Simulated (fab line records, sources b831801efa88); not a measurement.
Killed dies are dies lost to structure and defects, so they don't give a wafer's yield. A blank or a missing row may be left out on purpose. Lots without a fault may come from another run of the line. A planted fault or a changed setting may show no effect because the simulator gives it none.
Chamber matching | flow gf180mcu | GF_V3_CMP_04 on cmp-02: 4 sister chambers
The step polishes SiO2. 20 wafers are shown with their chamber, then 10 later ones without.

WAFERS WITH THEIR CHAMBER
wafer  | chamber | motor_current_A (A) | slurry_filter_dp_kPa (kPa) | time_to_endpoint_s (s)
L541.2 | 3       | 11.1                | 13.57                      | 90
L541.5 | 3       | 10.5                | 13.66                      | 96
L541.6 | 0       | 11.3                | 13.51                      | 92
L542.3 | 2       | 11.8                | 13.48                      | 87
L542.5 | 3       | 10.7                | 13.82                      | 97
L542.6 | 2       | 12.2                | 13.38                      | 91
L543.1 | 3       | 11.4                | 13.34                      | 87
L543.4 | 1       | 14.9                | 13.45                      | 88
L543.6 | 1       | 14.0                | 13.39                      | 86
L553.1 | 3       | 10.8                | 13.79                      | 82
L553.5 | 0       | 11.8                | 13.27                      | 85
L553.6 | 3       | 10.8                | 13.64                      | 81
L555.2 | 2       | 12.2                | 13.19                      | 80
L555.3 | 3       | 10.6                | 13.69                      | 94
L555.5 | 1       | 14.2                | 13.41                      | 94
L556.2 | 3       | 11.5                | 13.52                      | 91
L556.4 | 2       | 11.9                | 13.43                      | 83
L556.6 | 3       | 10.6                | 13.51                      | 97
L557.3 | 0       | 11.3                | 13.39                      | 85
L557.5 | 3       | 11.3                | 13.46                      | 91

SIGNATURES (means of the wafers above)
reading              | chamber 0 | chamber 1 | chamber 2 | chamber 3 | scatter within a chamber
motor_current_A      | 11.467    | 14.367    | 12.025    | 10.930    | 0.348
slurry_filter_dp_kPa | 13.3900   | 13.4167   | 13.3700   | 13.6000   | 0.132
time_to_endpoint_s   | 87.33     | 89.33     | 85.25     | 90.60     | 5.23
Rule: a wafer's distance from a chamber is the root of the sum, over the readings, of the square of ((its reading less the chamber's mean) divided by the reading's scatter). The wafer belongs to the nearest chamber; if the next one is less than 2 further off, it can't be placed. The scatter: the root of (the sum of the squares of (reading less its chamber's mean) over the shown wafers, divided by (wafers less chambers)).

WAFERS WITHOUT THEIR CHAMBER
wafer  | motor_current_A (A) | slurry_filter_dp_kPa (kPa) | time_to_endpoint_s (s)
L557.6 | 12.4                | 13.46                      | 88
L559.4 | 10.6                | 13.44                      | 94
L559.5 | 10.8                | 13.39                      | 90
L559.6 | 12.4                | 13.26                      | 88
L560.1 | 12.0                | 13.49                      | 83
L560.5 | 11.2                | 13.32                      | 91
L560.6 | 12.5                | 13.67                      | 83
L561.1 | 14.0                | 13.46                      | 84
L561.3 | 11.4                | 13.29                      | 87
L561.4 | 10.9                | 13.58                      | 99

WHICH CHAMBER EACH WENT THROUGH
wafer  | from the rows above          | in truth
L557.6 | can't be placed: 2 or 0      | 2
L559.4 | can't be placed: 3 or 0      | 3
L559.5 | can't be placed: 3 or 0 or 2 | 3
L559.6 | can't be placed: 2 or 0      | 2
L560.1 | can't be placed: 2 or 0      | 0
L560.5 | can't be placed: 0 or 3 or 2 | 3
L560.6 | can't be placed: 2 or 0      | 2
L561.1 | 1                            | 1
L561.3 | can't be placed: 0 or 2      | 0
L561.4 | can't be placed: 3 or 0      | 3
Placed correctly: 1 of 10. Can't be placed from these rows: 9 (the true chamber is among the candidates in 9). Placed wrongly: 0.
